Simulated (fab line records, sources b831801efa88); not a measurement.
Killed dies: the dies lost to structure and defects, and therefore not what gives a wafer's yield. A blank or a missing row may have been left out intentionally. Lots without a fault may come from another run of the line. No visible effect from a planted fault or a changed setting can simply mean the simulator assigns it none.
Which tool did it?	flow gf180mcu	Sampling: 12 lots, 36 wafers, 5 of 602 route steps

== WHAT THE GAUGES READ, wafer by wafer ==
GF_DUAL_GATE_THK_MEAS_03. Usual: DUAL_GATE_OXIDATION_00_THK typically reads 10.84 nm, with standard deviation 0.19.
lot	measured	on	DUAL_GATE_OXIDATION_00_THK (nm)	flag
L847	day 8 18:16	filmMetro-02	10.84 10.85 10.88	
L849	day 9 01:14	filmMetro-04	11.23 11.09 11.31	
L851	day 9 05:58	filmMetro-02	10.85 10.96 10.80	
L852	day 9 17:38	filmMetro-02	10.88 10.82 10.60	
L853	day 9 23:36	filmMetro-04	10.77 10.64 10.91	
L854	day 10 10:32	filmMetro-02	10.79 10.60 10.46	
L855	day 10 17:00	filmMetro-02	9.71 9.58 9.64 9.68 9.59 9.71	OFF
L856	day 10 22:58	filmMetro-04	9.59 9.47 9.73 9.65 9.55 9.76	OFF
L864	day 13 04:59	filmMetro-04	10.60 10.76 10.68	
L865	day 13 12:11	filmMetro-04	10.99 10.85 10.66	
L866	day 13 19:47	filmMetro-02	10.90 11.06 11.07	
L868	day 14 06:34	filmMetro-04	10.96 11.15 10.95	

GF_HV_LDD_CD_MEAS_07 targets a cd of 400 nm. Usual: cdNm 399.6 nm, standard deviation 2.2.
lot	measured	on	cdNm (nm)	flag
L847	day 11 05:54	cdSem-02	398.6 399.0 400.5	
L849	day 11 14:40	cdSem-01	401.8 401.2 400.1	
L851	day 11 19:29	cdSem-01	400.7 403.0 399.4	
L852	day 12 08:02	cdSem-01	399.5 399.2 401.1	
L853	day 12 13:02	cdSem-01	397.8 395.1 395.6	
L854	day 12 23:32	cdSem-01	399.2 397.8 400.1	
L855	day 13 12:04	cdSem-01	403.8 402.1 403.2	
L856	day 13 15:20	cdSem-01	401.6 400.4 400.2	
L864	day 16 01:07	cdSem-02	397.2 397.5 397.3	
L865	day 16 10:10	cdSem-01	398.4 397.6 395.5	
L866	day 16 16:03	cdSem-01	399.2 399.6 396.9	
L868	day 17 06:09	cdSem-01	401.1 401.9 400.5	

GF_HV_LDD_TW_MEAS_23. Usual: HV_LDD_2_TW typically reads 1071, with standard deviation 7.5.
lot	measured	on	HV_LDD_2_TW	flag
L847	day 12 01:33	filmMetro-04	1077 1086 1079	
L849	day 12 10:42	filmMetro-04	1075 1080 1073	
L851	day 12 15:36	filmMetro-04	1078 1072 1074	
L852	day 13 03:52	filmMetro-04	1067 1071 1069	
L853	day 13 09:26	filmMetro-03	1082 1081 1084	
L854	day 13 20:14	filmMetro-01	1058 1059 1059	
L855	day 14 09:07	filmMetro-01	1057 1059 1061	
L856	day 14 12:38	filmMetro-03	1065 1067 1066	
L864	day 16 23:29	filmMetro-03	1073 1075 1069	
L865	day 17 08:07	filmMetro-01	1059 1056 1056	
L866	day 17 14:42	filmMetro-04	1079 1077 1078	
L868	day 18 05:32	filmMetro-03	1067 1066 1062	

== WHAT TOOL EACH LOT RAN ON (gives the tool, then ch and the chambers of the sampled wafers, and finally the start) ==
lot	GF_DUAL_GATE_OXIDATION_02	GF_HV_LDD_STRIP_10
L847	furnace-02 ch 0, day 8 16:49	plasmaAsher-03 ch 0,1, day 11 06:11
L849	furnace-01 ch 0, day 8 23:48	plasmaAsher-03 ch 1, day 11 14:58
L851	furnace-01 ch 0, day 9 04:31	plasmaAsher-02 ch 0,1, day 11 19:47
L852	furnace-02 ch 0, day 9 16:10	plasmaAsher-04 ch 0,1, day 12 08:20
L853	furnace-02 ch 0, day 9 22:09	plasmaAsher-04 ch 0,1, day 12 13:20
L854	furnace-01 ch 0, day 10 09:06	plasmaAsher-04 ch 0,1, day 12 23:50
L855	furnace-02 ch 0, day 10 15:33	plasmaAsher-02 ch 0,1, day 13 12:22
L856	furnace-02 ch 0, day 10 21:32	plasmaAsher-04 ch 0,1, day 13 15:39
L864	furnace-02 ch 0, day 13 03:31	plasmaAsher-02 ch 0,1, day 16 01:23
L865	furnace-02 ch 0, day 13 10:44	plasmaAsher-02 ch 0,1, day 16 10:27
L866	furnace-02 ch 0, day 13 18:20	plasmaAsher-03 ch 0,1, day 16 16:22
L868	furnace-01 ch 0, day 14 05:07	plasmaAsher-04 ch 0,1, day 17 06:28
- GF_DUAL_GATE_OXIDATION_02: stabilise 600 s, purge 300 s, target thk 10.887 nm.
- GF_HV_LDD_STRIP_10: strips in O2/N2.

== WHAT THE TOOLS THEMSELVES READ (means of the sampled wafers that have a number; where no wafer has one, the mark that the record gives instead) ==
GF_DUAL_GATE_OXIDATION_02. Usual: spikeTcBottomC 920.3 C, standard deviation 1.1; spikeTcCentreC 901.2 C, standard deviation 1.2; spikeTcLowerC 900.4 C, standard deviation 1; spikeTcTopC 912 C, standard deviation 3.7; spikeTcUpperC 899.4 C, standard deviation 0.98; tubeCenterTempC 900 C, standard deviation 0.078; tube_center_temp_C_max 902.3, standard deviation 0.38; zonePowerTopPct 31.9 %, standard deviation 2.7.
lot	tool	spikeTcBottomC (C)	spikeTcCentreC (C)	spikeTcLowerC (C)	spikeTcTopC (C)	spikeTcUpperC (C)	tubeCenterTempC (C)	tube_center_temp_C_max	zonePowerTopPct (%)	flag
L847	furnace-02	920.6	901.4	900.2	909	899.4	900	902.2	29.7	
L849	furnace-01	920.2	901.4	900.2	916	898.2	900	902.4	34.8	
L851	furnace-01	919.7	900.4	900.9	917	899.3	900	902.5	34.7	
L852	furnace-02	919.8	902.7	900.3	909	899.2	900	902.3	29.5	
L853	furnace-02	919.0	902.2	900.1	910	899.1	900	902.3	29.6	
L854	furnace-01	920.9	900.4	900.5	917	899.4	900	902.5	35.0	
L855	furnace-02	908.4	889.0	888.9	896	887.7	888	890.6	29.0	OFF
L856	furnace-02	907.1	890.4	888.9	898	886.5	888	890.4	29.2	OFF
L864	furnace-02	920.6	901.6	900.4	910	898.7	900	902.3	29.5	
L865	furnace-02	920.3	902.1	900.9	910	898.9	900	902.0	29.7	
L866	furnace-02	920.3	902.2	900.8	910	900.0	900	902.3	29.4	
L868	furnace-01	919.8	899.8	900.0	917	899.3	900	901.9	35.4	

GF_HV_LDD_STRIP_10. Usual: drypumpMotorCurrentA 5.7 A, standard deviation 0.42; heaterPowerW 337 W, standard deviation 43; oesProductAu 0.716 a.u., standard deviation 0.0045; platenTempC 249.98 C, standard deviation 0.17; stripTimeToEndpointS 12.63 s, standard deviation 0.044.
lot	tool	drypumpMotorCurrentA (A)	heaterPowerW (W)	oesProductAu (a.u.)	platenTempC (C)	stripTimeToEndpointS (s)	flag
L847	plasmaAsher-03	5.5	332	0.715	250.13	12.61	
L849	plasmaAsher-03	5.5	353	0.716	249.99	12.68	
L851	plasmaAsher-02	5.4	365	0.715	249.92	12.59	
L852	plasmaAsher-04	5.9	318	0.716	250.00	12.62	
L853	plasmaAsher-04	6.2	355	0.715	250.05	12.66	
L854	plasmaAsher-04	6.2	354	0.717	250.08	12.59	
L855	plasmaAsher-02	5.4	365	0.714	249.90	12.70	
L856	plasmaAsher-04	6.2	358	0.717	250.13	12.65	
L864	plasmaAsher-02	5.4	364	0.719	250.13	12.64	
L865	plasmaAsher-02	5.5	333	0.717	249.90	12.69	
L866	plasmaAsher-03	5.5	330	0.717	249.90	12.63	
L868	plasmaAsher-04	6.3	355	0.717	249.77	12.68	

== THE ANSWER, worked out from the rows above alone ==
Rule: a lot is off if the mean of its wafers that have a number lies more than 3 standard deviations from the usual mean. Also off: a lot with no number at a reading for which 4 or more lots have one. Where the step has rows for the other lots, those lots are counted as sound. Order of review: gauges by route order, followed by the tools' own readings, for which a lot's mean as printed above is used. At the first step where some lot is off, the reading lying furthest off is the one used; lots without a number count as furthest.
Off: L855, L856, seen at GF_DUAL_GATE_THK_MEAS_03 (DUAL_GATE_OXIDATION_00_THK).
If a tool, at a process step before that reading, ran all the lots that are off and no sound lot after the first of them, it fits. Not tried: the gauges at GF_DUAL_GATE_THK_MEAS_03; whatever is off there is also off at GF_DUAL_GATE_OXIDATION_02, on other tools, and gauge error can't account for it. No candidate that was tried fits.

== WHAT WAS PUT IN BY THE SIMULATOR ==
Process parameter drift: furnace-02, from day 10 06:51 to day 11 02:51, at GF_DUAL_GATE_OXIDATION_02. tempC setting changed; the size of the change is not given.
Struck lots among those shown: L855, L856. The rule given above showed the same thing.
